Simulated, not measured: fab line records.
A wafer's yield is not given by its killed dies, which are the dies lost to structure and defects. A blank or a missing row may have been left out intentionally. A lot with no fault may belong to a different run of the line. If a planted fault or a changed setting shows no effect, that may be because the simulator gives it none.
Problem report, 8D (eight disciplines) form, completed by code :: flow sky130 :: the parts of the form that need people (team, actions taken, sign-off) are left out

1. THE PROBLEM
Wafers without a fault read 25.000 s, standard deviation 0.0094; overpolishRunS at SKY_VIA4_CMP_21 reads a mean of 0.040 s on 3 wafers belonging to 2 lots. So: -99 or more standard deviations from the usual mean.
The step: polishes, stops on SiO2, t overpolish 25 s, target thk 0 nm.
First seen on wafer L420.1, day 47 18:11, on cmp-01. The record holds 41 wafers of 14 lots with a number at this step. By rule, "out" or "out of limits" means more than 4 standard deviations away from the usual mean. All remaining wafers that have a number are taken as sound.

2. WHAT IT IS; WHAT IT IS NOT
question: which readings at this step
is: overpolishRunS, timeToEndpointS
is not: headPressurePsi, motorCurrentA, platenRpm, slurryFlowMlMin

question: which lots
is: L420, L423
is not: L408, L409, L410, L411, L412, L413, L414, L415, L416, L424, L425, L426

question: which wafers of those lots
is: L420.1, L423.1, L423.6
is not: L420.2, L423.3

question: read on which tools
is: cmp-01
is not: cmp-02

question: when
is: from day 47 18:11
is not: up to then (28 sound wafers); but 10 sound wafers of L423, L424, L425, L426 came after

3. SUSPECTS, AND WHAT RULES EACH OUT
Counting: any tool at a process step up to the reading remains a suspect provided it ran every lot that is out. Sound lots after the first of them don't rule it out here, since some wafers of a struck lot are sound.
- cmp-01 at SKY_VIA4_CMP_21 (polishes, stops on SiO2, t overpolish 25 s, target thk 0 nm): kept. It ran every lot that is out, first L420 (day 47 18:11); its last sound lot up to then is L415 (day 46 07:49). On those wafers its own readings are out: overpolishRunS, timeToEndpointS.
After counting, what remains is cmp-01 at SKY_VIA4_CMP_21.

4. THE CAUSE (what the simulator had put in)
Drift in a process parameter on cmp-01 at SKY_VIA4_CMP_21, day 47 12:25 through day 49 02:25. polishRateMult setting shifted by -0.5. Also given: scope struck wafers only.
Only this tool survived the counting.

5. SEQUENCE OF EFFECTS, ordered by route
Rows list readings where the struck wafers' mean (over those with a number) sits beyond 3 standard deviations from the usual. Scope: only readings with a usual standard deviation given in the record; hours: median across lots of the time from each lot's start at the first step in this table that gives one to its start at this step; sigmas: change in usual standard deviations.
hours: 0
step: SKY_VIA4_CMP_21
reading: overpolishRunS
usual: 25.000 s
on struck wafers: 0.040
change: -24.960
sigmas: -99 or more

hours: 0
step: SKY_VIA4_CMP_21
reading: timeToEndpointS
usual: 123 s
on struck wafers: 190
change: +67
sigmas: +13

hours: 62
step: SKY_PAD_OPEN_PROBE_99
reading: defectLimitedYield
usual: 82.6 %
on struck wafers: 0.0
change: -82.6
sigmas: -49

hours: 62
step: SKY_PAD_OPEN_PROBE_99
reading: killed_at_M4_up
usual: 3.1
on struck wafers: 400.7
change: +397.6
sigmas: +99 or more

hours: 62
step: SKY_PAD_OPEN_PROBE_99
reading: killedDies
usual: 86
on struck wafers: 492
change: +406
sigmas: +50

hours: 62
step: SKY_PAD_OPEN_PROBE_99
reading: killedOnRim
usual: 16
on struck wafers: 96
change: +80
sigmas: +22

hours: 62
step: SKY_PAD_OPEN_PROBE_99
reading: sort_bin_3_pad_short
usual: 0.8 %
on struck wafers: 81.4
change: +80.6
sigmas: +99 or more

hours: 62
step: SKY_PAD_OPEN_PROBE_99
reading: sortNPass
usual: 406
on struck wafers: 0
change: -406
sigmas: -50

hours: 62
step: SKY_PAD_OPEN_PROBE_99
reading: sortYieldPct
usual: 82.6 %
on struck wafers: 0.0
change: -82.6
sigmas: -49
Process steps it contains:
- SKY_VIA4_CMP_21: polishes, stops on SiO2, t overpolish 25 s, target thk 0 nm.
- SKY_PAD_OPEN_PROBE_99

6. HOW IT WOULD HAVE BEEN CAUGHT EARLIER
In this record the first reading out of limits was taken at day 47 18:11, 6 hours after the fault began at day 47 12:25.
